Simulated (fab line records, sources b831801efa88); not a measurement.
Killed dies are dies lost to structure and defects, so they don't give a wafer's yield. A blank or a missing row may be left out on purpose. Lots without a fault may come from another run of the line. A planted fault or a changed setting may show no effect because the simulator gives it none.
Tool commonality check | flow sfq_line | 15 lots, 45 wafers sampled

WHY IT WAS OPENED
At SFQ_L0_RS_MEAS_901 the reading L0_MONX_KI_RS is flagged on 3 of 15 lots. Wafers without a fault read 43.3 ohm/sq, standard deviation 0.46.
Rule: a lot is flagged when every wafer of it that has a number lies more than 4 standard deviations from that mean, or none has a number. The other lots count as sound.

lot  | measured    | on            | L0_MONX_KI_RS (ohm/sq), wafer by wafer | flag
L363 | day 1 12:34 | film_metro-02 | 44.0 43.3 43.9                         |
L364 | day 1 17:34 | film_metro-02 | 43.5 43.5 43.5                         |
L365 | day 1 22:36 | film_metro-03 | 43.1 43.3 43.8                         |
L367 | day 2 08:34 | film_metro-02 | 44.1 43.5 43.7                         |
L368 | day 2 13:35 | film_metro-03 | 37.4 37.9 37.5                         | FLAGGED
L369 | day 2 18:34 | film_metro-04 | 43.0 43.4 43.0                         |
L370 | day 2 23:34 | film_metro-04 | 43.0 43.5 42.9                         |
L371 | day 3 04:34 | film_metro-02 | 37.8 38.0 38.0                         | FLAGGED
L372 | day 3 09:36 | film_metro-02 | 42.9 42.9 43.1                         |
L373 | day 3 14:34 | film_metro-04 | 38.0 38.3 38.2                         | FLAGGED
L378 | day 4 15:34 | film_metro-03 | 43.7 43.6 44.3                         |
L379 | day 4 20:35 | film_metro-03 | 43.6 44.0 43.7                         |
L383 | day 5 16:34 | film_metro-03 | 41.9 42.4 42.2                         |
L385 | day 6 02:34 | film_metro-03 | 43.4 43.2 43.7                         |
L386 | day 6 07:34 | film_metro-04 | 44.0 43.6 43.9                         |
The numbers of the flagged lots are 37.9 ohm/sq on average: -5.4 ohm/sq against the usual, or -12 standard deviations.

WHICH TOOL RAN EACH LOT
The record holds 1 process step before the reading, out of a route of 325 steps. In each cell: the tool, then ch and the chambers that the sampled wafers went through, then the start.
lot  | flag    | SFQ_TRILAYER_L0_DEP_SPUTTER_003
L363 |         | pvd_sputter-05, day 1 12:29
L364 |         | pvd_sputter-03, day 1 17:29
L365 |         | pvd_sputter-03, day 1 22:29
L367 |         | pvd_sputter-03, day 2 08:29
L368 | FLAGGED | pvd_sputter-03, day 2 13:29
L369 |         | pvd_sputter-04, day 2 18:29
L370 |         | pvd_sputter-05, day 2 23:29
L371 | FLAGGED | pvd_sputter-03, day 3 04:29
L372 |         | pvd_sputter-04, day 3 09:29
L373 | FLAGGED | pvd_sputter-03, day 3 14:29
L378 |         | pvd_sputter-05, day 4 15:29
L379 |         | pvd_sputter-04, day 4 20:29
L383 |         | pvd_sputter-04, day 5 16:29
L385 |         | pvd_sputter-03, day 6 02:29
L386 |         | pvd_sputter-05, day 6 07:29
What these steps do:
- SFQ_TRILAYER_L0_DEP_SPUTTER_003: material MoNx KI, target thk 40 nm, time 100 s.
- SFQ_L0_RS_MEAS_901: measures by four-point-probe.

FLAGGED OVER TOTAL, TOOL BY TOOL (the gauges that took the reading come last)
step                            | tool           | lots run | flagged | share of the flagged lots | sound lots run after its first flagged lot
SFQ_TRILAYER_L0_DEP_SPUTTER_003 | pvd_sputter-03 | 7        | 3       | all                       | 1 (L385)
SFQ_TRILAYER_L0_DEP_SPUTTER_003 | pvd_sputter-04 | 4        | 0       | none                      | -
SFQ_TRILAYER_L0_DEP_SPUTTER_003 | pvd_sputter-05 | 4        | 0       | none                      | -
SFQ_L0_RS_MEAS_901              | film_metro-02  | 5        | 1       | some                      | 1 (L372)
SFQ_L0_RS_MEAS_901              | film_metro-03  | 6        | 1       | some                      | 4 (L378,L379,L383,L385)
SFQ_L0_RS_MEAS_901              | film_metro-04  | 4        | 1       | some                      | 1 (L386)

WHAT THE TABLE ALLOWS
1 row of the table ran every flagged lot: pvd_sputter-03 at SFQ_TRILAYER_L0_DEP_SPUTTER_003.
- pvd_sputter-03 at SFQ_TRILAYER_L0_DEP_SPUTTER_003: 3 of its 7 lots flagged. Sound lots ran on it after the first flagged one (L385), which a lasting fault on the whole tool wouldn't allow. Its own readings lie more than 4 standard deviations out on every wafer of the flagged lots: cathode_dc_power_W.
No row of the table ran every flagged lot and no sound lot after the first.

WHAT THE SIMULATOR HAD PUT IN
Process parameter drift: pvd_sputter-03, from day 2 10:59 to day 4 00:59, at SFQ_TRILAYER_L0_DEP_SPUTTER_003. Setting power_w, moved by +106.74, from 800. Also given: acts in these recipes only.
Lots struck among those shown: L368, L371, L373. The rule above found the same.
